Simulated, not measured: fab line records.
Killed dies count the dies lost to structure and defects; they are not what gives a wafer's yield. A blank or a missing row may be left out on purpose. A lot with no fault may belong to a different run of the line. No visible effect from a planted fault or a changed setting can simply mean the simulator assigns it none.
The tool behind it: which one?    flow sky130    13 lots, 39 wafers sampled, at 4 steps of a route of 708

WHAT THE GAUGES SHOWED, per wafer
SKY_VT_ADJUST_LVTN_OVL_MEAS_18.
lot   measured      on          VT_ADJUST_LVTN_01_OVL (nm)
L961  day 7 17:58   overlay-02  -0.3 0.3 -1.6
L962  day 8 01:23   overlay-01  0.7 0.3 0.5
L964  day 8 14:44   overlay-02  0.3 -1.9 -3.2
L965  day 8 19:44   overlay-01  -3.2 -1.8 -1.0
L967  day 9 09:25   overlay-02  -1.3 0.2 0.9
L969  day 10 00:11  overlay-01  -1.6 -0.1 -0.9
L971  day 10 11:49  overlay-02  -1.3 -3.7 -1.4
L973  day 10 23:52  overlay-01  2.8 -0.8 0.3
L974  day 11 09:17  overlay-02  -0.1 0.1 -2.5
L976  day 11 20:22  overlay-01  -2.6 -1.2 -2.6
L982  day 13 16:49  overlay-01  0.9 -0.6 -0.4
L983  day 14 00:18  overlay-01  1.7 -0.5 -0.6
L984  day 14 04:22  overlay-02  -1.1 -2.1 -2.7

SKY_SONOS_ONO_CD_MEAS_13 targets a cd of 410 nm.
lot   measured      on        cdNm (nm)
L961  day 12 12:37  cdSem-01  414.4 414.4 412.6
L962  day 12 21:17  cdSem-01  409.6 410.6 410.0
L964  day 13 17:07  cdSem-02  411.5 411.4 412.7
L965  day 14 03:41  cdSem-01  413.1 411.1 412.8
L967  day 14 16:20  cdSem-02  408.8 410.4 411.7
L969  day 15 08:35  cdSem-02  409.9 409.7 408.6
L971  day 15 23:01  cdSem-02  407.8 409.6 409.6
L973  day 16 20:58  cdSem-02  411.1 412.3 412.6
L974  day 17 08:01  cdSem-01  407.4 411.2 409.2
L976  day 17 16:02  cdSem-02  409.3 409.2 411.5
L982  day 20 00:56  cdSem-01  409.8 408.8 411.3
L983  day 20 07:38  cdSem-02  410.7 410.6 410.8
L984  day 20 07:56  cdSem-01  409.5 410.1 410.4

SKY_LDD_N_OVL_MEAS_07.
lot   measured      on          LDD_N_OVL (nm)
L961  day 18 01:34  overlay-01  2.4 0.0 -0.4
L962  day 18 01:13  overlay-02  2.4 1.3 0.7
L964  day 18 20:29  overlay-01  -1.7 -1.4 -0.7
L965  day 19 12:56  overlay-01  -1.9 -0.2 -0.1
L967  day 20 03:53  overlay-01  2.1 0.8 1.2
L969  day 20 19:10  overlay-01  1.3 0.2 -1.5
L971  day 21 09:47  overlay-01  1.7 -0.6 -1.5
L973  day 22 08:41  overlay-02  -0.6 1.3 0.7
L974  day 23 05:25  overlay-01  -3.1 1.2 -1.8
L976  day 23 02:41  overlay-02  -1.0 1.2 -1.1
L982  day 25 11:49  overlay-02  -3.2 -2.5 -2.8
L983  day 25 18:08  overlay-01  -1.9 1.0 -0.6
L984  day 25 17:14  overlay-02  -0.1 0.2 0.7

EACH LOT AND THE TOOL THAT RAN IT (in order: tool; ch and the chambers of the sampled wafers; start)
lot   SKY_VT_ADJUST_HVTR_EXPOSE_04
L961  ilineStepper-02 ch 0, day 8 23:37
L962  ilineStepper-02 ch 0, day 9 08:49
L964  ilineStepper-01 ch 0, day 9 23:08
L965  ilineStepper-02 ch 0, day 10 04:47
L967  ilineStepper-02 ch 0, day 10 19:05
L969  ilineStepper-02 ch 0, day 11 11:26
L971  ilineStepper-01 ch 0, day 11 23:14
L973  ilineStepper-02 ch 0, day 12 12:58
L974  ilineStepper-02 ch 0, day 12 22:17
L976  ilineStepper-01 ch 0, day 13 10:01
L982  ilineStepper-02 ch 0, day 15 09:18
L983  ilineStepper-01 ch 0, day 15 16:35
L984  ilineStepper-01 ch 0, day 15 19:14
- SKY_VT_ADJUST_HVTR_EXPOSE_04: exposes mask HVTRM, target cd 380 nm.

WHAT THE TOOLS THEMSELVES READ (means of the sampled wafers that have a number; where no wafer has one, the mark that the record gives instead)
SKY_VT_ADJUST_HVTR_EXPOSE_04.
lot   tool             exposureDoseMJCm2
L961  ilineStepper-02  149.84
L962  ilineStepper-02  149.90
L964  ilineStepper-01  149.94
L965  ilineStepper-02  150.11
L967  ilineStepper-02  149.99
L969  ilineStepper-02  150.20
L971  ilineStepper-01  149.80
L973  ilineStepper-02  149.78
L974  ilineStepper-02  149.68
L976  ilineStepper-01  149.81
L982  ilineStepper-02  150.62
L983  ilineStepper-01  150.02
L984  ilineStepper-01  150.05

THE ANSWER, worked out from the rows above alone
Rule: the usual values come from the lots themselves. The widest of any qualifying gaps counts: lots, ordered by their means at a reading, are off when they make up no more than a third of the lots, leave a main group of 4 or more, and stand apart from it by 3 or more times the standard deviation of that group's means. The tables above print the reading to a certain number of digits; a main group whose means all agree to those digits is not used. A lot without any number at a reading at which 4 lots or more have one is off too. Any other lot the step has rows for is counted as sound. The gauges are gone through in route order, then the tools' own readings, and for those a lot's mean is taken as printed above. At the first step where some lot is off, the reading lying furthest off is the one used; lots without a number count as furthest.
No lot is off at any reading shown: from this, nothing can be told.

WHAT THE SIMULATOR PUT IN
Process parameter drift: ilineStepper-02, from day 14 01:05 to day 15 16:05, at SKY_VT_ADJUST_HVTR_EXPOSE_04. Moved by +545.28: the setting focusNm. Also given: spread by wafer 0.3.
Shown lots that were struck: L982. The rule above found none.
